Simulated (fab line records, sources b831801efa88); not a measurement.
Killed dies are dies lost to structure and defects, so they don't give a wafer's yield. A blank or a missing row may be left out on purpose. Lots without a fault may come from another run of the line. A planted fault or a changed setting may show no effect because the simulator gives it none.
Which tool did it? | flow sky130 | 6 lots, 18 wafers sampled, at 1 step of a route of 708

WHAT THE GAUGES READ, wafer by wafer
SKY_LOCAL_INTERCONNECT_RS_MEAS_01: measures by four-point-probe.
lot  | measured     | on            | LOCAL_INTERCONNECT_TIN_RS (ohm/sq)
L692 | day 30 22:15 | film_metro-04 | 14.17 14.14 14.13
L694 | day 31 11:39 | film_metro-03 | 14.24 14.26 14.09
L699 | day 33 07:09 | film_metro-02 | 14.24 14.23 14.17
L701 | day 33 19:38 | film_metro-03 | 13.92 14.11 13.93
L703 | day 34 15:53 | film_metro-04 | 14.03 13.93 14.12
L711 | day 36 14:20 | film_metro-03 | 13.93 13.96 13.90

WHICH TOOL RAN EACH LOT (tool, then ch and the chambers of the sampled wafers, then the start)
The record holds no process step before these readings.

THE ANSWER, worked out from the rows above alone
Rule: what is usual is taken from the lots themselves. Put in order of their means at a reading, lots are off if they are a third of the lots or fewer, leave a main group of 4 or more, and stand apart from it by a gap of 3 or more times the standard deviation of the main group's means; of several such gaps the widest counts. A main group whose means are all the same, to the digits that the tables above print for the reading, isn't used. A lot without any number at a reading at which 4 lots or more have one is off too. The other lots that the step has rows for count as sound.
No lot is off at any reading shown: from this, nothing can be told.

WHAT THE SIMULATOR HAD PUT IN
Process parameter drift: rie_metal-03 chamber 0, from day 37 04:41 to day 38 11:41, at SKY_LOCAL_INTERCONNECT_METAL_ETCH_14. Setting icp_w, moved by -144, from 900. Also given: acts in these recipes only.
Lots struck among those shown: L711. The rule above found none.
